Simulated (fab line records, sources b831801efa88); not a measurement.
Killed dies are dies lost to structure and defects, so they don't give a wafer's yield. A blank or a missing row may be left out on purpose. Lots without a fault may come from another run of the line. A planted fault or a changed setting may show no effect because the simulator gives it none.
Which tool did it? | flow gf180mcu | 14 lots, 42 wafers sampled, at 5 steps of a route of 602

WHAT THE GAUGES READ, wafer by wafer
GF_VT_IMPLANT_OVL_MEAS_29. Usual: VT_IMPLANT_02_OVL -0.7 nm, standard deviation 1.3.
lot  | measured     | on         | VT_IMPLANT_02_OVL (nm) | flag
L957 | day 6 23:34  | overlay-01 | -1.1 -0.5 -0.9         |
L958 | day 7 03:46  | overlay-01 | -1.5 -3.1 -2.3         |
L960 | day 7 16:19  | overlay-02 | -1.3 -1.6 -1.8         |
L962 | day 8 06:48  | overlay-01 | 0.1 1.1 1.6            |
L964 | day 8 19:40  | overlay-02 | -0.9 0.4 1.0           |
L965 | day 9 01:31  | overlay-01 | -1.0 -0.6 -1.1         |
L967 | day 9 16:17  | overlay-01 | -2.2 -2.3 -0.2         |
L972 | day 11 03:25 | overlay-02 | -1.0 -0.2 -1.8         |
L973 | day 11 10:22 | overlay-02 | - - -                  | OFF
L974 | day 12 00:40 | overlay-02 | - - -                  | OFF
L976 | day 12 05:43 | overlay-01 | -1.1 -2.3 -1.4         |
L978 | day 12 19:24 | overlay-01 | -0.1 -1.5 -3.1         |
L979 | day 13 02:31 | overlay-02 | 1.7 3.0 0.5            |
L980 | day 13 09:52 | overlay-02 | -0.5 -0.5 -0.7         |

GF_CONTACT_BOW_MEAS_05. Usual: CONTACT_BOW 65 um, standard deviation 6.6.
lot  | measured     | on            | CONTACT_BOW (um) | flag
L957 | day 15 05:59 | film_metro-01 | 67 65 62         |
L958 | day 15 19:22 | film_metro-01 | 67 70 66         |
L960 | day 16 07:28 | film_metro-01 | 66 57 59         |
L962 | day 16 22:49 | film_metro-03 | 77 62 63         |
L964 | day 18 01:00 | film_metro-02 | 69 65 69         |
L965 | day 18 14:03 | film_metro-03 | 64 69 48         |
L967 | day 19 05:14 | film_metro-01 | 58 63 58         |
L972 | day 21 03:19 | film_metro-03 | 62 63 62         |
L976 | day 22 07:58 | film_metro-01 | 66 61 76         |
L978 | day 22 23:38 | film_metro-03 | 62 65 76         |
L979 | day 23 11:54 | film_metro-03 | 65 66 66         |
L980 | day 23 15:22 | film_metro-03 | 66 58 67         |

WHICH TOOL RAN EACH LOT (tool, then ch and the chambers of the sampled wafers, then the start)
lot  | GF_VT_IMPLANT_COAT_24             | GF_SAB_ETCH_11                     | GF_SALICIDE_SPUTTER_02
L957 | litho_track-01 ch 0, day 6 15:47  | rie_diel-02 ch 0,3, day 15 04:33   | pvd_sputter-03, day 15 04:54
L958 | litho_track-02 ch 0, day 6 19:50  | rie_diel-02 ch 2,3, day 15 17:53   | pvd_sputter-04, day 15 18:14
L960 | litho_track-04 ch 0, day 7 08:33  | rie_diel-02 ch 0,2, day 16 06:02   | pvd_sputter-04, day 16 06:24
L962 | litho_track-02 ch 0, day 7 22:50  | rie_diel-04 ch 1,2, day 16 21:23   | pvd_sputter-02, day 16 21:44
L964 | litho_track-02 ch 0, day 8 11:16  | rie_diel-04 ch 0,2,3, day 17 23:36 | pvd_sputter-04, day 17 23:56
L965 | litho_track-04 ch 0, day 8 17:39  | rie_diel-03 ch 0,3, day 18 12:37   | pvd_sputter-03, day 18 12:59
L967 | litho_track-02 ch 0, day 9 06:55  | rie_diel-04 ch 1,2, day 19 03:45   | pvd_sputter-04, day 19 04:05
L972 | litho_track-02 ch 0, day 10 17:47 | rie_diel-02 ch 1,2, day 21 01:48   | pvd_sputter-04, day 21 02:11
L973 | litho_track-02, day 11 00:50      | -                                  | -
L974 | litho_track-02, day 11 15:10      | -                                  | -
L976 | litho_track-02 ch 0, day 11 20:52 | rie_diel-03 ch 0,2,3, day 22 06:34 | pvd_sputter-04, day 22 06:54
L978 | litho_track-01 ch 0, day 12 08:44 | rie_diel-03 ch 1,2, day 22 22:13   | pvd_sputter-02, day 22 22:33
L979 | litho_track-02 ch 0, day 12 16:43 | rie_diel-02 ch 0,1, day 23 10:28   | pvd_sputter-02, day 23 10:48
L980 | litho_track-01 ch 0, day 12 23:49 | rie_diel-03 ch 0,2, day 23 13:58   | pvd_sputter-03, day 23 14:18
- GF_VT_IMPLANT_COAT_24: resist thk 1000 nm.
- GF_SAB_ETCH_11: etches SiO2 in C4F8/O2/Ar, target depth 55 nm, time 8.5 s.
- GF_SALICIDE_SPUTTER_02: material Co, target thk 10 nm, time 20 s.

WHAT THE TOOLS THEMSELVES READ (means of the sampled wafers that have a number; where no wafer has one, the mark that the record gives instead)
GF_VT_IMPLANT_COAT_24. Usual: chill_plate_temp_C 23.01 C, standard deviation 0.11; dispense_pressure_kPa 53 kPa, standard deviation 5.5.
lot  | tool           | chill_plate_temp_C (C) | dispense_pressure_kPa (kPa) | flag
L957 | litho_track-01 | 23.09                  | 48                          |
L958 | litho_track-02 | 23.07                  | 59                          |
L960 | litho_track-04 | 23.00                  | 48                          |
L962 | litho_track-02 | 22.86                  | 59                          |
L964 | litho_track-02 | 23.02                  | 59                          |
L965 | litho_track-04 | 22.98                  | 48                          |
L967 | litho_track-02 | 22.95                  | 59                          |
L972 | litho_track-02 | 23.00                  | 59                          |
L973 | litho_track-02 | -                      | -                           | OFF
L974 | litho_track-02 | -                      | -                           | OFF
L976 | litho_track-02 | 22.93                  | 59                          |
L978 | litho_track-01 | 22.95                  | 48                          |
L979 | litho_track-02 | 22.87                  | 59                          |
L980 | litho_track-01 | 22.88                  | 48                          |

GF_SAB_ETCH_11. Usual: oes_product_au 0.996 a.u., standard deviation 0.0079.
lot  | tool        | oes_product_au (a.u.) | flag
L957 | rie_diel-02 | 1.001                 |
L958 | rie_diel-02 | 0.997                 |
L960 | rie_diel-02 | 0.995                 |
L962 | rie_diel-04 | 0.991                 |
L964 | rie_diel-04 | 1.002                 |
L965 | rie_diel-03 | 0.997                 |
L967 | rie_diel-04 | 0.987                 |
L972 | rie_diel-02 | 1.000                 |
L976 | rie_diel-03 | 0.992                 |
L978 | rie_diel-03 | 0.993                 |
L979 | rie_diel-02 | 0.997                 |
L980 | rie_diel-03 | 0.999                 |

GF_SALICIDE_SPUTTER_02. Usual: throttle_valve_pct 30.3 %, standard deviation 1.2.
lot  | tool           | throttle_valve_pct (%) | flag
L957 | pvd_sputter-03 | 30.0                   |
L958 | pvd_sputter-04 | 29.6                   |
L960 | pvd_sputter-04 | 30.3                   |
L962 | pvd_sputter-02 | 29.7                   |
L964 | pvd_sputter-04 | 30.4                   |
L965 | pvd_sputter-03 | 29.9                   |
L967 | pvd_sputter-04 | 30.6                   |
L972 | pvd_sputter-04 | 30.6                   |
L976 | pvd_sputter-04 | 30.6                   |
L978 | pvd_sputter-02 | 29.8                   |
L979 | pvd_sputter-02 | 30.0                   |
L980 | pvd_sputter-03 | 30.1                   |

THE ANSWER, worked out from the rows above alone
Rule: a lot is off if the mean of its wafers that have a number lies more than 3 standard deviations from the usual mean. A lot without any number at a reading at which 4 lots or more have one is off too. The other lots that the step has rows for count as sound. The gauges are gone through in route order, then the tools' own readings, and for those a lot's mean is taken as printed above. The first step at which some lot is off is used, and at that step the reading that is off furthest; a lot without a number counts as furthest.
Off: L973, L974, at GF_VT_IMPLANT_OVL_MEAS_29 (VT_IMPLANT_02_OVL). Without a number there: L973, L974.
A tool fits if, at a process step before that reading, it ran every lot that is off, and no sound lot after the first of them. The gauges at GF_VT_IMPLANT_OVL_MEAS_29 aren't tried: what is off there is off at GF_VT_IMPLANT_COAT_24 too, on other tools, and a gauge's error can't cause that. None of those tried fits.

WHAT THE SIMULATOR HAD PUT IN
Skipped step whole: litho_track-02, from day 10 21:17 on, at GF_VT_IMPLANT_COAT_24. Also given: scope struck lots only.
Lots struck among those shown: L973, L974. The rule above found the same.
